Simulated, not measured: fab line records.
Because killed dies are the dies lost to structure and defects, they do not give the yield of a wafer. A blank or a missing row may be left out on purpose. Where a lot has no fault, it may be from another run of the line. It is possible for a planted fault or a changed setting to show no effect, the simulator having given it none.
Lot-split experiment + flow sky130 + 23 wafers read from 5 lots, route of 708 steps

## THE SPLIT
At SKY_METAL3_METAL_ETCH_18 (etches the open film in Cl2/BCl3, stops on SiO2, target depth 845 nm, time 183.1 s), the setting biasW was moved away from the recipe's 48.5 W on 6 of the 23 wafers read, by -9.9% to +11.4%. All remaining wafers had this setting at the recipe value.

The reading is taken at the split's own step.

## THE READING
KrF-thick_of_METAL3_COAT_08.thkNm (the simulator's own value, which no gauge read), in nm, at SKY_METAL3_METAL_ETCH_18 (etches the open film in Cl2/BCl3, stops on SiO2, target depth 845 nm, time 183.1 s). No usual value for it is given in the file. The 17 wafers here that ran the recipe average 519.4 nm, standard deviation 11 nm.

| wafer  | tool, chamber at the split | biasW as run, W | against the recipe | KrF-thick_of_METAL3_COAT_08.thkNm, nm | against lot-mates on the recipe |
|--------|----------------------------|-----------------|--------------------|---------------------------------------|---------------------------------|
| L074.1 | rieMetal-02, 1             | 45.87           | -5.4%              | 521.3                                 | +8.5                            |
| L074.2 | rieMetal-02, 0             | 45.87           | -5.4%              | 526.3                                 | +13.5                           |
| L074.3 | rieMetal-02, 1             | 48.5            | recipe             | 509.9                                 | -                               |
| L074.5 | rieMetal-02, 0             | 48.5            | recipe             | 514.3                                 | -                               |
| L074.6 | rieMetal-02, 1             | 48.5            | recipe             | 514.2                                 | -                               |
| L075.1 | rieMetal-02, 1             | 48.5            | recipe             | 508.1                                 | -                               |
| L075.3 | rieMetal-02, 1             | 48.5            | recipe             | 505.6                                 | -                               |
| L075.4 | rieMetal-02, 1             | 48.5            | recipe             | 514.8                                 | -                               |
| L075.5 | rieMetal-02, 1             | 48.5            | recipe             | 505.2                                 | -                               |
| L075.6 | rieMetal-02, 1             | 48.5            | recipe             | 512.5                                 | -                               |
| L077.1 | rieMetal-03, 1             | 48.5            | recipe             | 532.1                                 | -                               |
| L077.2 | rieMetal-03, 0             | 54.05           | +11.4%             | 508                                   | -27.5                           |
| L077.4 | rieMetal-03, 0             | 48.5            | recipe             | 531.8                                 | -                               |
| L077.5 | rieMetal-03, 1             | 48.5            | recipe             | 542.5                                 | -                               |
| L077.6 | rieMetal-03, 0             | 54.05           | +11.4%             | 508.4                                 | -27.1                           |
| L081.1 | rieMetal-02, 0             | 48.5            | recipe             | 520.9                                 | -                               |
| L081.3 | rieMetal-02, 0             | 48.5            | recipe             | 516.1                                 | -                               |
| L081.4 | rieMetal-02, 0             | 48.5            | recipe             | 518.7                                 | -                               |
| L085.1 | rieMetal-03, 0             | 48.5            | recipe             | 521.5                                 | -                               |
| L085.2 | rieMetal-03, 1             | 43.7            | -9.9%              | 556.3                                 | +28.5                           |
| L085.3 | rieMetal-03, 1             | 48.5            | recipe             | 537.5                                 | -                               |
| L085.4 | rieMetal-03, 0             | 48.5            | recipe             | 524.4                                 | -                               |
| L085.5 | rieMetal-03, 0             | 43.7            | -9.9%              | 543.4                                 | +15.6                           |

THE FIT
A straight line over all 23 wafers: KrF-thick_of_METAL3_COAT_08.thkNm changes by -1.73 nm for each +1% of biasW; r = -0.61; the points scatter about the line by 11 nm.
The same after taking each lot's own level away (the mean of its wafers on the recipe; 23 wafers): -2.29 nm for each +1%; r = -0.93; scatter 4.5 nm.
On that fit, the largest move of biasW shifts the reading by 26 nm.
The lots' own levels span 509.24 to 535.47 nm, that is 2.4 times the standard deviation above.
So the lot-to-lot level blurs the effect unless lot-mates are compared.
Check: for one of the wafers moved furthest among these (+11.4%), held out of the fit, the line's prediction against its lot-mates is -26 nm. Against them it came out at -27.5 nm.

## FURTHER SPLITS ON THESE WAFERS
Note: prior to the reading, these wafers also went through further splits. Each is held against what the fit with the lots' levels taken away leaves over:
| other split on the same wafers | wafers away from the commonest value | r with KrF-thick_of_METAL3_COAT_08.thkNm (lot level and that fit taken away) |
|--------------------------------|--------------------------------------|------------------------------------------------------------------------------|
| SKY_VIA2_ETCH_14 sourceW       | 11                                   | -0.07                                                                        |
| SKY_CAPM_SPUTTER_02 timeS      | 9                                    | +0.04                                                                        |
| SKY_CAPM_SOFTBAKE_08 tempC     | 9                                    | -0.04                                                                        |

## THE WHOLE CHAIN: every reading that the file lists as answering this split, in the file's order
| step                     | what it does                                                                       | reading                                                                            | change (the file's fit)              | r (the file's) |
|--------------------------|------------------------------------------------------------------------------------|------------------------------------------------------------------------------------|--------------------------------------|----------------|
| SKY_METAL3_METAL_ETCH_18 | etches the open film in Cl2/BCl3, stops on SiO2, target depth 845 nm, time 183.1 s | KrF-thick_of_METAL3_COAT_08.thkNm (the simulator's own value, which no gauge read) | -2.28 nm for each +1% of the setting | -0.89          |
| SKY_METAL3_STRIP_19      | strips in O2/N2                                                                    | stripTimeToEndpointS                                                               | withheld for each +1% of the setting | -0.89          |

## THE FILE'S OWN FIT
KrF-thick_of_METAL3_COAT_08.thkNm changes by -2.28 nm for each +1% of biasW, r = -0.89.
